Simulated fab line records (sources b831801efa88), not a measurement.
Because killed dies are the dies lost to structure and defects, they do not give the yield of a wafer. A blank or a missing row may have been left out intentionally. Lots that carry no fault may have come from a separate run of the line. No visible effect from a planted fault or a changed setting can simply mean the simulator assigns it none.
Chamber matching ; flow gf180mcu ; rieSi-02 running GF_POLY_GATE_ETCH_13: 4 sister chambers
The step etches poly-Si in HBr/Cl2, stops on SiO2, target depth 198.5 nm, time 69.6 s. 8 wafers are shown with their chamber, then 7 later ones without.

## EACH WAFER AND ITS CHAMBER
wafer;chamber;drypumpMotorCurrentA (A);oesProductAu (a.u.)
L543.4;1;6.6;0.990
L548.1;1;6.6;1.012
L548.3;0;5.1;0.997
L549.1;3;6.5;1.018
L549.3;2;5.6;0.992
L549.5;3;6.5;1.007
L558.1;0;5.1;0.981
L558.2;2;5.5;0.984

## WAFERS WITH NO CHAMBER GIVEN
wafer;drypumpMotorCurrentA (A);oesProductAu (a.u.)
L558.4;6.5;1.007
L559.2;5.6;0.982
L559.5;5.1;0.990
L559.6;6.5;0.989
L561.3;6.6;0.987
L561.4;6.5;0.990
L561.5;6.5;0.991

## EACH ONE'S CHAMBER
wafer;from the rows above;in truth
L558.4;3;3
L559.2;2;2
L559.5;0;0
L559.6;can't be placed: 3 or 1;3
L561.3;1;1
L561.4;can't be placed: 3 or 1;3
L561.5;can't be placed: 3 or 1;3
Correctly placed: 4 of 7. Can't be placed from these rows: 3 (the true chamber is among the candidates in 3). Wrongly placed: 0.
How it was worked out, from the rows above alone: a wafer's distance from a chamber is the root of the sum, over the readings, of the square of ((its reading less the chamber's mean) divided by the reading's scatter). The wafer belongs to the nearest chamber; if the next one is less than 2 further off, it can't be placed. The mean given for a chamber averages the wafers shown for that chamber. The scatter: take each reading less its chamber's mean, square it, sum over the shown wafers, divide by the number of wafers less the number of chambers, and take the root.
